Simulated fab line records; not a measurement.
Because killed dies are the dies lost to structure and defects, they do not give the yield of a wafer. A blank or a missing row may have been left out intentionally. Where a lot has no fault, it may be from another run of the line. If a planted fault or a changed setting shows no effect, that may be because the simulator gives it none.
A single fault, viewed from 2 desks    flow sky130    every desk sees just its own numbers, and what lay behind them comes last

## AT THE TOOL OWNER'S DESK: implanter-01
SKY_LDD_N_IMPLANT_08, tool's own readings: per-lot mean of the sampled wafers with a number, covering each lot this tool ran. If a lot's mean is further than 4 standard deviations from the usual mean, the lot is out of limits and carries the mark OUT (the distance appears in the brackets).
Columns: A = end-station-pressure-torr at SKY_LDD_N_IMPLANT_08, usual 5.35e-06 Torr; B = rotation-deg at SKY_LDD_N_IMPLANT_08, usual 22.993 degrees
lot   first seen here  A         B
L768  day 18 07:39     5.34e-06  23.007
L774  day 20 15:58     5.41e-06  229.737 (+99 or more) OUT
L776  day 21 17:07     5.23e-06  229.740 (+99 or more) OUT
L782  day 23 19:08     5.32e-06  23.012
L784  day 24 09:11     5.43e-06  22.957
L786  day 24 20:35     5.28e-06  22.982
L787  day 25 06:41     5.74e-06  22.953
Finding of this desk: L774, L776 out of limits; the first was L774 at day 20 15:58, on rotation-deg at SKY_LDD_N_IMPLANT_08. L768, L782, L784, L786, L787 stayed within limits.

## AT THE METROLOGY DESK
What the gauges read, lot by lot, whatever tool the lot ran on: means of the sampled wafers that have a number. If a lot's mean is further than 4 standard deviations from the usual mean, the lot is out of limits and carries the mark OUT (the distance appears in the brackets).
Columns: A = cd-nm at SKY_LDD_P_CD_MEAS_07, usual 379.3 nm
lot   first seen here  A
L766  day 19 00:35     377.4
L768  day 19 14:41     381.4
L774  day 21 23:22     380.2
L776  day 23 01:38     379.3
L782  day 25 01:47     382.0
L784  day 25 16:00     378.1
L783  day 25 19:48     378.7
L785  day 26 00:55     382.0
L786  day 26 03:14     381.8
L787  day 26 13:14     380.4
L788  day 26 21:11     377.4
L789  day 27 06:11     379.0
Finding of this desk: none of the 12 lots has anything out of limits.

## BROUGHT TOGETHER
An alarm could have come from the tool owner's desk at day 20 15:58, on L774, L776.
Nothing out of limits was seen by the metrology desk.
The metrology desk holds a record of L774, L776, inside its limits.
Of the lots named, all ran SKY_LDD_N_IMPLANT_08 on implanter-01.

## WHAT WAS PUT IN BY THE SIMULATOR
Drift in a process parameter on implanter-01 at SKY_LDD_N_IMPLANT_08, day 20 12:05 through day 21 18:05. Setting rotation-deg shifted by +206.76 from 23. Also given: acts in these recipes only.
Lots struck among those shown: L774, L776.
Each desk's first reading out of limits, in hours after the fault started: the tool owner's desk, 4.
